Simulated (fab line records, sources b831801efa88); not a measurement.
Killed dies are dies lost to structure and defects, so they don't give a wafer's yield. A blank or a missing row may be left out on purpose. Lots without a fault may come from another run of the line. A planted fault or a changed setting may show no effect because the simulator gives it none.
Which tool did it? | flow sky130 | 10 lots, 30 wafers sampled, at 4 steps of a route of 708

WHAT THE GAUGES READ, wafer by wafer
SKY_METAL5_RS_MEAS_05: measures by four-point-probe.
lot  | measured     | on            | METAL5_ALCU_RS (ohm/sq)
L506 | day 42 15:23 | film_metro-03 | 0.02724 0.02716 0.02763
L507 | day 43 01:05 | film_metro-03 | 0.02761 0.0276 0.02765
L514 | day 45 08:17 | film_metro-01 | 0.02706 0.02703 0.02683
L515 | day 45 10:04 | film_metro-01 | 0.02731 0.02757 0.02739
L516 | day 45 21:41 | film_metro-01 | 0.02724 0.02721 0.02722
L517 | day 46 05:41 | film_metro-01 | 0.02699 0.02711 0.02705
L518 | day 46 10:16 | film_metro-01 | 0.02706 0.02722 0.02746
L520 | day 46 17:35 | film_metro-01 | 0.02745 0.02725 0.02783
L525 | day 48 01:17 | film_metro-03 | 0.02738 0.02734 0.02769 0.02739 0.02732 0.02771
L529 | day 48 19:10 | film_metro-01 | 0.02685 0.02682 0.0266

WHICH TOOL RAN EACH LOT (tool, then ch and the chambers of the sampled wafers, then the start)
lot  | SKY_LDD_LDN_STRIP_12                 | SKY_METAL3_METAL_ETCH_18          | SKY_METAL5_SPUTTER_04
L506 | plasma_asher-04 ch 0,1, day 22 15:25 | rie_metal-03 ch 0,1, day 38 08:23 | pvd_sputter-01, day 42 15:20
L507 | plasma_asher-04 ch 0,1, day 23 04:39 | rie_metal-04 ch 0,1, day 38 18:32 | pvd_sputter-02, day 43 01:02
L514 | plasma_asher-01 ch 0,1, day 26 01:40 | rie_metal-04 ch 0,1, day 41 05:00 | pvd_sputter-01, day 45 08:13
L515 | plasma_asher-01 ch 0,1, day 26 07:57 | rie_metal-04 ch 0,1, day 41 06:59 | pvd_sputter-01, day 45 09:59
L516 | plasma_asher-03 ch 0,1, day 26 23:27 | rie_metal-04 ch 0,1, day 41 22:09 | pvd_sputter-02, day 45 21:37
L517 | plasma_asher-01 ch 0,1, day 27 04:27 | rie_metal-04 ch 0,1, day 42 05:06 | pvd_sputter-01, day 46 05:38
L518 | plasma_asher-01 ch 0,1, day 27 07:53 | rie_metal-04 ch 0,1, day 42 06:55 | pvd_sputter-02, day 46 10:13
L520 | plasma_asher-04 ch 0,1, day 28 02:35 | rie_metal-01 ch 0,1, day 42 20:17 | pvd_sputter-01, day 46 17:31
L525 | plasma_asher-03 ch 0,1, day 29 20:11 | rie_metal-04 ch 0,1, day 44 07:32 | pvd_sputter-01, day 48 01:13
L529 | plasma_asher-01 ch 0,1, day 31 00:27 | rie_metal-03 ch 0,1, day 45 05:37 | pvd_sputter-03, day 48 19:07
- SKY_LDD_LDN_STRIP_12: strips in O2/N2.
- SKY_METAL3_METAL_ETCH_18: etches the open film in Cl2/BCl3, stops on SiO2, target depth 845 nm, time 183.1 s.
- SKY_METAL5_SPUTTER_04: material TiN, target thk 70 nm, time 58.3 s.

THE ANSWER, worked out from the rows above alone
Rule: what is usual is taken from the lots themselves. Put in order of their means at a reading, lots are off if they are a third of the lots or fewer, leave a main group of 4 or more, and stand apart from it by a gap of 3 or more times the standard deviation of the main group's means; of several such gaps the widest counts. A main group whose means are all the same, to the digits that the tables above print for the reading, isn't used. A lot without any number at a reading at which 4 lots or more have one is off too. The other lots that the step has rows for count as sound.
No lot is off at any reading shown: from this, nothing can be told.

WHAT THE SIMULATOR HAD PUT IN
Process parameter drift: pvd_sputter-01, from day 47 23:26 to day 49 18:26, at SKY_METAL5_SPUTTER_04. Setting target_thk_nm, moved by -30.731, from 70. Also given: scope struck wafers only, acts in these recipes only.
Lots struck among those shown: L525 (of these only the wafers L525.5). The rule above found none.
